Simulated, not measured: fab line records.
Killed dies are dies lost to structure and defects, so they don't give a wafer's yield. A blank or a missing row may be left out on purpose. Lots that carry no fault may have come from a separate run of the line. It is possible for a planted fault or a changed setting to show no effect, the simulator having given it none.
Matching of chambers / flow gf180mcu / GF_MIM_CVD_05 on pecvd-01: 3 sister chambers
The step deposits Si3N4, target thk 42 nm, time 29.086 s. 16 wafers are shown with their chamber, then 8 later ones without.

## WAFERS PAIRED WITH THEIR CHAMBERS
wafer=L869.1; chamber=0; runLengthS (s)=57.3; heaterPowerW (W)=755
wafer=L869.2; chamber=1; runLengthS (s)=56.4; heaterPowerW (W)=608
wafer=L869.3; chamber=2; runLengthS (s)=57.2; heaterPowerW (W)=704
wafer=L870.1; chamber=0; runLengthS (s)=57.8; heaterPowerW (W)=800
wafer=L870.2; chamber=1; runLengthS (s)=56.6; heaterPowerW (W)=688
wafer=L870.4; chamber=2; runLengthS (s)=56.5; heaterPowerW (W)=606
wafer=L871.2; chamber=2; runLengthS (s)=56.0; heaterPowerW (W)=693
wafer=L871.5; chamber=0; runLengthS (s)=57.7; heaterPowerW (W)=743
wafer=L871.6; chamber=2; runLengthS (s)=56.4; heaterPowerW (W)=701
wafer=L872.1; chamber=1; runLengthS (s)=56.1; heaterPowerW (W)=666
wafer=L872.3; chamber=2; runLengthS (s)=56.9; heaterPowerW (W)=709
wafer=L872.6; chamber=0; runLengthS (s)=57.3; heaterPowerW (W)=775
wafer=L873.2; chamber=1; runLengthS (s)=56.5; heaterPowerW (W)=723
wafer=L873.5; chamber=1; runLengthS (s)=56.6; heaterPowerW (W)=714
wafer=L873.6; chamber=0; runLengthS (s)=57.4; heaterPowerW (W)=677
wafer=L874.1; chamber=1; runLengthS (s)=56.4; heaterPowerW (W)=672

SIGNATURES, as means of the wafers listed above
reading=runLengthS; chamber 0=57.500; chamber 1=56.433; chamber 2=56.600; scatter within a chamber=0.311
reading=heaterPowerW; chamber 0=750.00; chamber 1=678.50; chamber 2=682.60; scatter within a chamber=43.4
Rule: a wafer's distance from a chamber is the root of the sum, over the readings, of the square of ((its reading less the chamber's mean) divided by the reading's scatter). If the next closest chamber is less than 2 further off than the closest, the wafer can't be placed; otherwise it belongs to the closest. The scatter is the square root of a quotient: the sum, over the shown wafers, of each reading's squared deviation from its chamber's mean, divided by wafers minus chambers.

## WAFERS WITH NO CHAMBER GIVEN
wafer=L874.3; runLengthS (s)=56.7; heaterPowerW (W)=703
wafer=L874.6; runLengthS (s)=56.2; heaterPowerW (W)=711
wafer=L884.2; runLengthS (s)=57.0; heaterPowerW (W)=715
wafer=L884.4; runLengthS (s)=54.7; heaterPowerW (W)=620
wafer=L884.5; runLengthS (s)=57.0; heaterPowerW (W)=716
wafer=L887.2; runLengthS (s)=54.6; heaterPowerW (W)=705
wafer=L887.3; runLengthS (s)=57.3; heaterPowerW (W)=657
wafer=L887.6; runLengthS (s)=56.8; heaterPowerW (W)=712

## WHICH CHAMBER EACH ONE RAN IN
wafer=L874.3; from the rows above=can't be placed: 2 or 1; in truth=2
wafer=L874.6; from the rows above=can't be placed: 1 or 2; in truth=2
wafer=L884.2; from the rows above=can't be placed: 2 or 0 or 1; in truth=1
wafer=L884.4; from the rows above=can't be placed: 1 or 2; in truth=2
wafer=L884.5; from the rows above=can't be placed: 2 or 0 or 1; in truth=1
wafer=L887.2; from the rows above=can't be placed: 1 or 2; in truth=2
wafer=L887.3; from the rows above=can't be placed: 0 or 2 or 1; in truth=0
wafer=L887.6; from the rows above=can't be placed: 2 or 1 or 0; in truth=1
Correct placement for 0 of the 8. Not placeable from these rows: 8 (in 8, the candidates include the true chamber). Number placed wrongly: 0.
